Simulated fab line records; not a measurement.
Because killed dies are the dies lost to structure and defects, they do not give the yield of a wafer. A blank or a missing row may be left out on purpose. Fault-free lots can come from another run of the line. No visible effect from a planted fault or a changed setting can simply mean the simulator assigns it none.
Which tool was responsible? + flow gf180mcu + 24 lots with 72 wafers sampled at 6 steps, on a route of 602 steps

== WHAT THE GAUGES SHOWED, per wafer ==
No reading from a measuring or inspecting step in the record can be judged against a usual standard deviation.

== TOOL THAT RAN EACH LOT (tool first, then ch and the chambers of the sampled wafers, then the start) ==
| lot  | GF_CONTACT_ETCH_16                 | GF_CONTACT_ETCH_17                            | GF_M1_SPUTTER_02             | GF_M3_SPUTTER_03             | GF_V3_CVD_23                  | GF_M4_SPUTTER_03             |
|------|------------------------------------|-----------------------------------------------|------------------------------|------------------------------|-------------------------------|------------------------------|
| L074 | rie-diel-03 ch 0,1, day 15 16:08   | rie-diel-03 ch 0,1, day 15 17:25 or earlier   | pvd-sputter-04, day 15 17:25 | pvd-sputter-01, day 19 20:35 | cvd-w-02 ch 0, day 21 23:29   | pvd-sputter-03, day 22 00:14 |
| L075 | rie-diel-03 ch 0,3, day 16 01:55   | rie-diel-03 ch 0,3, day 16 03:11 or earlier   | pvd-sputter-02, day 16 03:11 | pvd-sputter-02, day 20 07:19 | cvd-w-02 ch 0, day 22 08:17   | pvd-sputter-02, day 22 09:08 |
| L076 | rie-diel-03 ch 0,1, day 16 11:07   | rie-diel-03 ch 0,1, day 16 12:23 or earlier   | pvd-sputter-01, day 16 12:23 | pvd-sputter-04, day 20 18:20 | cvd-w-02 ch 0,1, day 22 19:32 | pvd-sputter-01, day 22 20:17 |
| L077 | rie-diel-03 ch 0,1,2, day 16 21:43 | rie-diel-03 ch 0,1,2, day 16 23:08 or earlier | pvd-sputter-02, day 16 23:08 | pvd-sputter-02, day 21 06:26 | cvd-w-01 ch 0,1, day 23 07:38 | pvd-sputter-01, day 23 08:23 |
| L078 | rie-diel-03 ch 0,2, day 17 09:43   | rie-diel-03 ch 0,2, day 17 10:59 or earlier   | pvd-sputter-01, day 17 10:59 | pvd-sputter-01, day 21 17:10 | cvd-w-02 ch 0,1, day 23 18:23 | pvd-sputter-02, day 23 19:08 |
| L079 | rie-diel-03 ch 2,3, day 17 12:25   | rie-diel-03 ch 2,3, day 17 13:51 or earlier   | pvd-sputter-04, day 17 13:51 | pvd-sputter-02, day 21 21:07 | cvd-w-01 ch 0,1, day 23 22:05 | pvd-sputter-02, day 23 22:47 |
| L080 | rie-diel-03 ch 1,2,3, day 18 04:10 | rie-diel-03 ch 1,2,3, day 18 05:27 or earlier | pvd-sputter-02, day 18 05:27 | pvd-sputter-04, day 22 09:26 | cvd-w-01 ch 0, day 24 10:31   | pvd-sputter-02, day 24 11:16 |
| L082 | rie-diel-01 ch 0,2,3, day 18 20:04 | rie-diel-01 ch 0,2,3, day 18 21:20 or earlier | pvd-sputter-02, day 18 21:20 | pvd-sputter-04, day 23 02:05 | cvd-w-02 ch 0,1, day 25 00:38 | pvd-sputter-01, day 25 01:23 |
| L081 | rie-diel-01 ch 0,2, day 19 00:37   | rie-diel-01 ch 0,2, day 19 01:53 or earlier   | pvd-sputter-04, day 19 01:53 | pvd-sputter-01, day 23 07:38 | cvd-w-01 ch 0,1, day 25 06:32 | pvd-sputter-01, day 25 07:17 |
| L083 | rie-diel-03 ch 0,3, day 19 09:29   | rie-diel-03 ch 0,3, day 19 10:47 or earlier   | pvd-sputter-02, day 19 10:47 | pvd-sputter-02, day 23 15:08 | cvd-w-01 ch 0,1, day 25 13:35 | pvd-sputter-02, day 25 14:20 |
| L084 | rie-diel-02 ch 0,2,3, day 20 13:55 | rie-diel-02 ch 0,2,3, day 20 15:21 or earlier | pvd-sputter-04, day 20 15:21 | pvd-sputter-01, day 24 18:08 | cvd-w-02 ch 0,1, day 26 15:32 | pvd-sputter-03, day 26 16:17 |
| L085 | rie-diel-02 ch 0,2, day 21 00:22   | rie-diel-02 ch 0,2, day 21 01:44 or earlier   | pvd-sputter-01, day 21 01:44 | pvd-sputter-04, day 25 02:53 | cvd-w-02 ch 0,1, day 26 23:53 | pvd-sputter-02, day 27 00:38 |
| L087 | rie-diel-01 ch 1,2, day 21 04:34   | rie-diel-01 ch 1,2, day 21 05:50 or earlier   | pvd-sputter-01, day 21 05:50 | pvd-sputter-04, day 25 06:29 | cvd-w-02 ch 0, day 27 02:42   | pvd-sputter-01, day 27 03:28 |
| L086 | rie-diel-01 ch 1,3, day 21 05:43   | rie-diel-01 ch 1,3, day 21 06:59 or earlier   | pvd-sputter-01, day 21 06:59 | pvd-sputter-01, day 25 08:55 | cvd-w-02 ch 0,1, day 27 05:14 | pvd-sputter-03, day 27 05:59 |
| L089 | rie-diel-03 ch 1,2, day 21 23:32   | rie-diel-03 ch 1,2, day 22 00:49 or earlier   | pvd-sputter-02, day 22 00:49 | pvd-sputter-04, day 26 00:44 | cvd-w-01 ch 0,1, day 27 20:04 | pvd-sputter-01, day 27 20:50 |
| L088 | rie-diel-03 ch 0,1,2, day 22 06:37 | rie-diel-03 ch 0,1,2, day 22 07:58 or earlier | pvd-sputter-04, day 22 07:58 | pvd-sputter-01, day 26 06:42 | cvd-w-02 ch 0,1, day 28 01:25 | pvd-sputter-03, day 28 02:08 |
| L091 | rie-diel-03 ch 1,2, day 22 12:05   | rie-diel-03 ch 1,2, day 22 13:22 or earlier   | pvd-sputter-01, day 22 13:22 | pvd-sputter-01, day 26 11:58 | cvd-w-02 ch 0,1, day 28 07:09 | pvd-sputter-01, day 28 07:55 |
| L090 | rie-diel-01 ch 0,1,3, day 22 13:43 | rie-diel-01 ch 0,1,3, day 22 15:00 or earlier | pvd-sputter-02, day 22 15:00 | pvd-sputter-01, day 26 13:41 | cvd-w-02 ch 0,1, day 28 09:13 | pvd-sputter-01, day 28 09:58 |
| L092 | rie-diel-03 ch 0,1,2, day 22 18:04 | rie-diel-03 ch 0,1,2, day 22 19:20 or earlier | pvd-sputter-02, day 22 19:20 | pvd-sputter-02, day 26 16:53 | cvd-w-02 ch 0, day 28 11:48   | pvd-sputter-03, day 28 12:33 |
| L094 | rie-diel-01 ch 0,1,2, day 23 01:34 | rie-diel-01 ch 0,1,2, day 23 02:52 or earlier | pvd-sputter-01, day 23 02:52 | pvd-sputter-01, day 27 00:06 | cvd-w-01 ch 0,1, day 28 17:13 | pvd-sputter-03, day 28 17:58 |
| L093 | rie-diel-02 ch 0,1,2, day 23 08:43 | rie-diel-02 ch 0,1,2, day 23 10:00 or earlier | pvd-sputter-04, day 23 10:00 | pvd-sputter-02, day 27 06:35 | cvd-w-02 ch 0,1, day 28 23:07 | pvd-sputter-01, day 28 23:52 |
| L095 | rie-diel-03 ch 0,2,3, day 23 16:29 | rie-diel-03 ch 0,2,3, day 23 17:46 or earlier | pvd-sputter-01, day 23 17:46 | pvd-sputter-02, day 27 13:20 | cvd-w-01 ch 0,1, day 29 06:32 | pvd-sputter-03, day 29 07:17 |
| L096 | rie-diel-01 ch 0,2, day 23 22:08   | rie-diel-01 ch 0,2, day 23 23:25 or earlier   | pvd-sputter-01, day 23 23:25 | pvd-sputter-04, day 27 18:28 | cvd-w-01 ch 0,1, day 29 11:29 | pvd-sputter-01, day 29 12:14 |
| L097 | rie-diel-01 ch 0,2, day 24 04:31   | rie-diel-01 ch 0,2, day 24 05:47 or earlier   | pvd-sputter-02, day 24 05:47 | pvd-sputter-02, day 27 23:53 | cvd-w-02 ch 0,1, day 29 16:56 | pvd-sputter-01, day 29 17:39 |
- GF_CONTACT_ETCH_16: etches BARC in N2/H2.
- GF_CONTACT_ETCH_17: etches SiO2 in C4F8/O2/Ar, stops on CoSi2, target depth 860 nm.
- GF_M1_SPUTTER_02: material AlCu, target thk 450 nm, time 23.9 s.
- GF_M3_SPUTTER_03: material Ti, target thk 10 nm, time 6.7 s.
- GF_V3_CVD_23: deposits W, target thk 350 nm, time 104.9 s.
- GF_M4_SPUTTER_03: material Ti, target thk 10 nm, time 6.7 s.

== WHAT THE TOOLS THEMSELVES READ (means of the sampled wafers that have a number; where no wafer has one, the mark that the record gives instead) ==
GF_CONTACT_ETCH_16.
| lot  | tool        | drypump-motor-current-A (A) | oes-product-au (a.u.) | throttle-valve-pct (%) |
|------|-------------|-----------------------------|-----------------------|------------------------|
| L074 | rie-diel-03 | 6.1                         | 0.856                 | 13.221                 |
| L075 | rie-diel-03 | 5.3                         | 0.857                 | 13.228                 |
| L076 | rie-diel-03 | 6.0                         | 0.854                 | 13.220                 |
| L077 | rie-diel-03 | 5.9                         | 0.854                 | 13.234                 |
| L078 | rie-diel-03 | 6.0                         | 0.853                 | 13.225                 |
| L079 | rie-diel-03 | 5.0                         | 0.858                 | 13.221                 |
| L080 | rie-diel-03 | 5.3                         | 0.858                 | 13.227                 |
| L082 | rie-diel-01 | 5.6                         | 0.854                 | 13.237                 |
| L081 | rie-diel-01 | 5.6                         | 0.859                 | 13.220                 |
| L083 | rie-diel-03 | 5.4                         | 0.849                 | 13.221                 |
| L084 | rie-diel-02 | 6.0                         | 0.853                 | 13.230                 |
| L085 | rie-diel-02 | 6.0                         | 0.854                 | 13.218                 |
| L087 | rie-diel-01 | 5.8                         | 0.849                 | 13.228                 |
| L086 | rie-diel-01 | 5.8                         | 0.852                 | 13.218                 |
| L089 | rie-diel-03 | 5.7                         | 0.861                 | 13.228                 |
| L088 | rie-diel-03 | 5.9                         | 0.848                 | 13.232                 |
| L091 | rie-diel-03 | 5.7                         | 0.849                 | 13.235                 |
| L090 | rie-diel-01 | 5.7                         | 0.857                 | 13.223                 |
| L092 | rie-diel-03 | 5.9                         | 0.853                 | 13.216                 |
| L094 | rie-diel-01 | 5.8                         | 0.850                 | 13.218                 |
| L093 | rie-diel-02 | 5.9                         | 0.852                 | 13.228                 |
| L095 | rie-diel-03 | 5.5                         | 0.853                 | 13.227                 |
| L096 | rie-diel-01 | 5.8                         | 0.848                 | 13.225                 |
| L097 | rie-diel-01 | 5.8                         | 0.852                 | 13.221                 |

GF_CONTACT_ETCH_17.
| lot  | tool        | oes-product-au (a.u.) |
|------|-------------|-----------------------|
| L074 | rie-diel-03 | 0.812                 |
| L075 | rie-diel-03 | 0.812                 |
| L076 | rie-diel-03 | 0.815                 |
| L077 | rie-diel-03 | 0.813                 |
| L078 | rie-diel-03 | 0.817                 |
| L079 | rie-diel-03 | 0.817                 |
| L080 | rie-diel-03 | 0.814                 |
| L082 | rie-diel-01 | 0.819                 |
| L081 | rie-diel-01 | 0.814                 |
| L083 | rie-diel-03 | 0.813                 |
| L084 | rie-diel-02 | 0.816                 |
| L085 | rie-diel-02 | 0.814                 |
| L087 | rie-diel-01 | 0.816                 |
| L086 | rie-diel-01 | 0.811                 |
| L089 | rie-diel-03 | 0.812                 |
| L088 | rie-diel-03 | 0.814                 |
| L091 | rie-diel-03 | 0.813                 |
| L090 | rie-diel-01 | 0.806                 |
| L092 | rie-diel-03 | 0.814                 |
| L094 | rie-diel-01 | 0.818                 |
| L093 | rie-diel-02 | 0.807                 |
| L095 | rie-diel-03 | 0.815                 |
| L096 | rie-diel-01 | 0.810                 |
| L097 | rie-diel-01 | 0.820                 |

GF_M1_SPUTTER_02.
| lot  | tool           | throttle-valve-pct (%) |
|------|----------------|------------------------|
| L074 | pvd-sputter-04 | 30.1                   |
| L075 | pvd-sputter-02 | 29.3                   |
| L076 | pvd-sputter-01 | 29.7                   |
| L077 | pvd-sputter-02 | 29.6                   |
| L078 | pvd-sputter-01 | 30.2                   |
| L079 | pvd-sputter-04 | 30.5                   |
| L080 | pvd-sputter-02 | 29.9                   |
| L082 | pvd-sputter-02 | 29.2                   |
| L081 | pvd-sputter-04 | 30.1                   |
| L083 | pvd-sputter-02 | 29.9                   |
| L084 | pvd-sputter-04 | 29.8                   |
| L085 | pvd-sputter-01 | 30.6                   |
| L087 | pvd-sputter-01 | 30.5                   |
| L086 | pvd-sputter-01 | 30.0                   |
| L089 | pvd-sputter-02 | 30.6                   |
| L088 | pvd-sputter-04 | 29.6                   |
| L091 | pvd-sputter-01 | 30.0                   |
| L090 | pvd-sputter-02 | 29.1                   |
| L092 | pvd-sputter-02 | 29.5                   |
| L094 | pvd-sputter-01 | 30.4                   |
| L093 | pvd-sputter-04 | 29.6                   |
| L095 | pvd-sputter-01 | 29.6                   |
| L096 | pvd-sputter-01 | 30.5                   |
| L097 | pvd-sputter-02 | 29.9                   |

GF_M3_SPUTTER_03.
| lot  | tool           | throttle-valve-pct (%) |
|------|----------------|------------------------|
| L074 | pvd-sputter-01 | 30.1                   |
| L075 | pvd-sputter-02 | 29.9                   |
| L076 | pvd-sputter-04 | 29.7                   |
| L077 | pvd-sputter-02 | 29.9                   |
| L078 | pvd-sputter-01 | 29.6                   |
| L079 | pvd-sputter-02 | 29.4                   |
| L080 | pvd-sputter-04 | 29.5                   |
| L082 | pvd-sputter-04 | 29.8                   |
| L081 | pvd-sputter-01 | 30.6                   |
| L083 | pvd-sputter-02 | 29.6                   |
| L084 | pvd-sputter-01 | 30.6                   |
| L085 | pvd-sputter-04 | 29.8                   |
| L087 | pvd-sputter-04 | 29.4                   |
| L086 | pvd-sputter-01 | 29.5                   |
| L089 | pvd-sputter-04 | 29.8                   |
| L088 | pvd-sputter-01 | 30.4                   |
| L091 | pvd-sputter-01 | 30.7                   |
| L090 | pvd-sputter-01 | 29.9                   |
| L092 | pvd-sputter-02 | 30.1                   |
| L094 | pvd-sputter-01 | 30.0                   |
| L093 | pvd-sputter-02 | 29.1                   |
| L095 | pvd-sputter-02 | 29.5                   |
| L096 | pvd-sputter-04 | 30.2                   |
| L097 | pvd-sputter-02 | 29.2                   |

GF_V3_CVD_23.
| lot  | tool     | heater-power-w (W) |
|------|----------|--------------------|
| L074 | cvd-w-02 | 880                |
| L075 | cvd-w-02 | 884                |
| L076 | cvd-w-02 | 850                |
| L077 | cvd-w-01 | 979                |
| L078 | cvd-w-02 | 844                |
| L079 | cvd-w-01 | 941                |
| L080 | cvd-w-01 | 1027               |
| L082 | cvd-w-02 | 856                |
| L081 | cvd-w-01 | 990                |
| L083 | cvd-w-01 | 931                |
| L084 | cvd-w-02 | 851                |
| L085 | cvd-w-02 | 862                |
| L087 | cvd-w-02 | 896                |
| L086 | cvd-w-02 | 873                |
| L089 | cvd-w-01 | 996                |
| L088 | cvd-w-02 | 866                |
| L091 | cvd-w-02 | 869                |
| L090 | cvd-w-02 | 845                |
| L092 | cvd-w-02 | 892                |
| L094 | cvd-w-01 | 1008               |
| L093 | cvd-w-02 | 848                |
| L095 | cvd-w-01 | 952                |
| L096 | cvd-w-01 | 951                |
| L097 | cvd-w-02 | 857                |

GF_M4_SPUTTER_03.
| lot  | tool           | throttle-valve-pct (%) |
|------|----------------|------------------------|
| L074 | pvd-sputter-03 | 29.7                   |
| L075 | pvd-sputter-02 | 29.8                   |
| L076 | pvd-sputter-01 | 29.8                   |
| L077 | pvd-sputter-01 | 29.9                   |
| L078 | pvd-sputter-02 | 29.1                   |
| L079 | pvd-sputter-02 | 29.1                   |
| L080 | pvd-sputter-02 | 29.8                   |
| L082 | pvd-sputter-01 | 29.9                   |
| L081 | pvd-sputter-01 | 30.5                   |
| L083 | pvd-sputter-02 | 29.6                   |
| L084 | pvd-sputter-03 | 29.4                   |
| L085 | pvd-sputter-02 | 30.0                   |
| L087 | pvd-sputter-01 | 29.6                   |
| L086 | pvd-sputter-03 | 28.6                   |
| L089 | pvd-sputter-01 | 30.2                   |
| L088 | pvd-sputter-03 | 28.8                   |
| L091 | pvd-sputter-01 | 30.5                   |
| L090 | pvd-sputter-01 | 30.3                   |
| L092 | pvd-sputter-03 | 29.6                   |
| L094 | pvd-sputter-03 | 30.1                   |
| L093 | pvd-sputter-01 | 30.5                   |
| L095 | pvd-sputter-03 | 28.9                   |
| L096 | pvd-sputter-01 | 30.5                   |
| L097 | pvd-sputter-01 | 30.4                   |

== THE ANSWER, worked out from the rows above alone ==
Rule: the lots themselves supply what counts as usual. The widest of any qualifying gaps counts: lots, ordered by their means at a reading, are off when they make up no more than a third of the lots, leave a main group of 4 or more, and stand apart from it by 3 or more times the standard deviation of that group's means. If all means in a main group match to the digits the tables above print for the reading, that group is not used. Also off: a lot with no number at a reading for which 4 or more lots have one. Any other lot the step has rows for is counted as sound. After the gauges, taken in route order, come the tools' own readings; for these a lot's mean is taken, as printed above. At the first step where some lot is off, the reading lying furthest off is the one used; lots without a number count as furthest.
Nothing can be told from this: no lot is off at any reading shown.

== WHAT THE SIMULATOR HAD INSERTED ==
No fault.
